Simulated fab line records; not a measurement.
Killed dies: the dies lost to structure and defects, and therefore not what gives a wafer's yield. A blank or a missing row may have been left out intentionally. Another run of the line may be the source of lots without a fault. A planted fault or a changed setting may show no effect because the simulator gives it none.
Which of the tools did it? / flow gf180mcu / 14 lots with 42 wafers sampled at 4 steps, on a route of 602 steps

WHAT EACH GAUGE READ, for each wafer
GF_M3_RS_MEAS_05: measures by four-point-probe. Usual: for M3_ALCU_RS the level is 0.0694 ohm/sq and the standard deviation is 0.00054.
lot=L137; measured=day 20 14:40; on=film-metro-04; M3_ALCU_RS (ohm/sq)=0.0700 0.0703 0.0688; flag=
lot=L138; measured=day 20 18:08; on=film-metro-03; M3_ALCU_RS (ohm/sq)=0.0697 0.0704 0.0698; flag=
lot=L141; measured=day 21 19:39; on=film-metro-01; M3_ALCU_RS (ohm/sq)=0.0692 0.0697 0.0687; flag=
lot=L143; measured=day 22 16:00; on=film-metro-04; M3_ALCU_RS (ohm/sq)=0.0689 0.0688 0.0686; flag=
lot=L144; measured=day 23 04:33; on=film-metro-03; M3_ALCU_RS (ohm/sq)=0.0700 0.0697 0.0695; flag=
lot=L145; measured=day 23 16:25; on=film-metro-03; M3_ALCU_RS (ohm/sq)=0.0701 0.0704 0.0695; flag=
lot=L146; measured=day 23 19:25; on=film-metro-04; M3_ALCU_RS (ohm/sq)=0.0690 0.0691 0.0692; flag=
lot=L147; measured=day 24 02:51; on=film-metro-03; M3_ALCU_RS (ohm/sq)=0.0698 0.0692 0.0703; flag=
lot=L148; measured=day 24 13:42; on=film-metro-03; M3_ALCU_RS (ohm/sq)=0.0696 0.0700 0.0697; flag=
lot=L149; measured=day 24 22:25; on=film-metro-04; M3_ALCU_RS (ohm/sq)=0.0689 0.0690 0.0683; flag=
lot=L150; measured=day 25 01:51; on=film-metro-01; M3_ALCU_RS (ohm/sq)=0.0701 0.0693 0.0700; flag=
lot=L152; measured=day 25 20:04; on=film-metro-04; M3_ALCU_RS (ohm/sq)=0.0695 0.0696 0.0692; flag=
lot=L154; measured=day 26 09:04; on=film-metro-01; M3_ALCU_RS (ohm/sq)=0.0690 0.0690 0.0692; flag=
lot=L158; measured=day 27 11:56; on=film-metro-03; M3_ALCU_RS (ohm/sq)=0.0703 0.0697 0.0705; flag=

GF_V3_THK_MEAS_01. Usual: for V3_CVD_00_THK the level is 597 nm and the standard deviation is 5.2.
lot=L137; measured=day 21 15:17; on=film-metro-01; V3_CVD_00_THK (nm)=602 598 597; flag=
lot=L138; measured=day 21 18:25; on=film-metro-02; V3_CVD_00_THK (nm)=588 590 595; flag=
lot=L141; measured=day 22 19:21; on=film-metro-04; V3_CVD_00_THK (nm)=603 606 601; flag=
lot=L143; measured=day 23 15:52; on=film-metro-04; V3_CVD_00_THK (nm)=588 593 588; flag=
lot=L144; measured=day 24 03:03; on=film-metro-02; V3_CVD_00_THK (nm)=600 601 600; flag=
lot=L145; measured=day 24 16:08; on=film-metro-04; V3_CVD_00_THK (nm)=596 607 597; flag=
lot=L146; measured=day 24 18:20; on=film-metro-01; V3_CVD_00_THK (nm)=597 598 597; flag=
lot=L147; measured=day 25 01:58; on=film-metro-04; V3_CVD_00_THK (nm)=602 597 611; flag=
lot=L148; measured=day 25 11:41; on=film-metro-02; V3_CVD_00_THK (nm)=598 598 600; flag=
lot=L149; measured=day 25 20:19; on=film-metro-02; V3_CVD_00_THK (nm)=592 593 592; flag=
lot=L150; measured=day 25 23:30; on=film-metro-02; V3_CVD_00_THK (nm)=606 593 592; flag=
lot=L152; measured=day 26 17:53; on=film-metro-01; V3_CVD_00_THK (nm)=593 601 597; flag=
lot=L154; measured=day 27 06:31; on=film-metro-02; V3_CVD_00_THK (nm)=596 599 599; flag=
lot=L158; measured=day 28 07:52; on=film-metro-02; V3_CVD_00_THK (nm)=599 594 596; flag=

GF_V3_CD_MEAS_14: the cd target is 260 nm. Usual: cd-nm at 259.6 nm, with a standard deviation of 1.2.
lot=L137; measured=day 22 15:04; on=cd-sem-02; cd-nm (nm)=257.8 257.6 257.8; flag=
lot=L138; measured=day 22 18:12; on=cd-sem-02; cd-nm (nm)=260.7 260.1 261.0; flag=
lot=L141; measured=day 23 18:34; on=cd-sem-02; cd-nm (nm)=258.6 259.6 259.9; flag=
lot=L143; measured=day 24 14:46; on=cd-sem-01; cd-nm (nm)=259.2 258.9 259.8; flag=
lot=L144; measured=day 25 01:28; on=cd-sem-02; cd-nm (nm)=260.4 259.9 259.5; flag=
lot=L145; measured=day 25 14:42; on=cd-sem-02; cd-nm (nm)=260.6 260.5 260.8; flag=
lot=L146; measured=day 25 16:29; on=cd-sem-01; cd-nm (nm)=260.5 259.0 258.5; flag=
lot=L147; measured=day 25 23:07; on=cd-sem-02; cd-nm (nm)=258.1 258.0 258.5; flag=
lot=L148; measured=day 26 09:13; on=cd-sem-02; cd-nm (nm)=260.9 261.7 260.8; flag=
lot=L149; measured=day 26 17:36; on=cd-sem-01; cd-nm (nm)=258.1 259.5 258.1; flag=
lot=L150; measured=day 26 19:58; on=cd-sem-02; cd-nm (nm)=260.6 260.7 259.1; flag=
lot=L152; measured=day 27 15:01; on=cd-sem-02; cd-nm (nm)=259.2 260.5 259.9; flag=
lot=L154; measured=day 28 02:01; on=cd-sem-01; cd-nm (nm)=325.8 325.4 325.5; flag=OFF
lot=L158; measured=day 29 04:21; on=cd-sem-02; cd-nm (nm)=326.1 326.6 325.1; flag=OFF

EACH LOT AND THE TOOL THAT RAN IT (in order: tool; ch and the chambers of the sampled wafers; start)
lot=L137; GF_V3_SOFTBAKE_10=litho-track-02 ch 0, day 22 03:00
lot=L138; GF_V3_SOFTBAKE_10=litho-track-01 ch 0, day 22 06:00
lot=L141; GF_V3_SOFTBAKE_10=litho-track-03 ch 0, day 23 07:00
lot=L143; GF_V3_SOFTBAKE_10=litho-track-01 ch 0, day 24 03:00
lot=L144; GF_V3_SOFTBAKE_10=litho-track-01 ch 0, day 24 15:00
lot=L145; GF_V3_SOFTBAKE_10=litho-track-01 ch 0, day 25 03:00
lot=L146; GF_V3_SOFTBAKE_10=litho-track-01 ch 0, day 25 05:00
lot=L147; GF_V3_SOFTBAKE_10=litho-track-02 ch 0, day 25 13:00
lot=L148; GF_V3_SOFTBAKE_10=litho-track-03 ch 0, day 25 22:00
lot=L149; GF_V3_SOFTBAKE_10=litho-track-02 ch 0, day 26 07:00
lot=L150; GF_V3_SOFTBAKE_10=litho-track-02 ch 0, day 26 10:00
lot=L152; GF_V3_SOFTBAKE_10=litho-track-03 ch 0, day 27 05:00
lot=L154; GF_V3_SOFTBAKE_10=litho-track-02 ch 0, day 27 16:00
lot=L158; GF_V3_SOFTBAKE_10=litho-track-02 ch 0, day 28 17:00
- GF_V3_SOFTBAKE_10: time 60 s.

WHAT THE TOOLS THEMSELVES READ (means of the sampled wafers that have a number; where no wafer has one, the mark that the record gives instead)
GF_V3_SOFTBAKE_10. Usual: heater-power-total-W 93.05 W, standard deviation 0.064; plate-temp-C 130.01 C, standard deviation 0.15.
lot=L137; tool=litho-track-02; heater-power-total-W (W)=93.08; plate-temp-C (C)=129.93; flag=
lot=L138; tool=litho-track-01; heater-power-total-W (W)=93.09; plate-temp-C (C)=129.96; flag=
lot=L141; tool=litho-track-03; heater-power-total-W (W)=93.05; plate-temp-C (C)=129.73; flag=
lot=L143; tool=litho-track-01; heater-power-total-W (W)=93.04; plate-temp-C (C)=129.72; flag=
lot=L144; tool=litho-track-01; heater-power-total-W (W)=93.08; plate-temp-C (C)=130.02; flag=
lot=L145; tool=litho-track-01; heater-power-total-W (W)=93.09; plate-temp-C (C)=129.90; flag=
lot=L146; tool=litho-track-01; heater-power-total-W (W)=92.99; plate-temp-C (C)=129.97; flag=
lot=L147; tool=litho-track-02; heater-power-total-W (W)=92.97; plate-temp-C (C)=130.08; flag=
lot=L148; tool=litho-track-03; heater-power-total-W (W)=93.03; plate-temp-C (C)=130.05; flag=
lot=L149; tool=litho-track-02; heater-power-total-W (W)=93.07; plate-temp-C (C)=130.05; flag=
lot=L150; tool=litho-track-02; heater-power-total-W (W)=93.04; plate-temp-C (C)=130.18; flag=
lot=L152; tool=litho-track-03; heater-power-total-W (W)=93.05; plate-temp-C (C)=129.93; flag=
lot=L154; tool=litho-track-02; heater-power-total-W (W)=108.63; plate-temp-C (C)=146.81; flag=OFF
lot=L158; tool=litho-track-02; heater-power-total-W (W)=108.62; plate-temp-C (C)=146.32; flag=OFF

THE ANSWER, worked out from the rows above alone
Rule: lot off if the mean of its wafers having a number is beyond 3 standard deviations from the usual mean. A lot without any number at a reading at which 4 lots or more have one is off too. Where the step has rows for the other lots, those lots are counted as sound. First the gauges in route order, then the tools' own readings, where a lot's mean is used as printed above. The first step at which some lot is off is used, and at that step the reading that is off furthest; a lot without a number counts as furthest.
Off: L154, L158, at GF_V3_CD_MEAS_14 (cd-nm).
A tool fits if, at a process step before that reading, it ran every lot that is off, and no sound lot after the first of them. The gauges at GF_V3_CD_MEAS_14 aren't tried: what is off there is off at GF_V3_SOFTBAKE_10 too, on other tools, and a gauge's error can't cause that. One fits: litho-track-02 at GF_V3_SOFTBAKE_10. Its last sound lot is L150 (day 26 10:00), its first lot that is off L154 (day 27 16:00): a fault that began between those two fits.
The tool's own readings at GF_V3_SOFTBAKE_10 bear it out: on the lots that are off they differ by more than 5 times the standard deviation of the sound lots' means. heater-power-total-W reads 108.62 W there against 93.05 W on the sound lots; plate-temp-C reads 146.56 C there against 129.96 C on the sound lots.

WHAT THE SIMULATOR HAD INSERTED
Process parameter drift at GF_V3_SOFTBAKE_10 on litho-track-02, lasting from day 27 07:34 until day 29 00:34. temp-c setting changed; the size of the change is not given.
Shown lots that were struck: L154, L158. The same result came from the rule above.
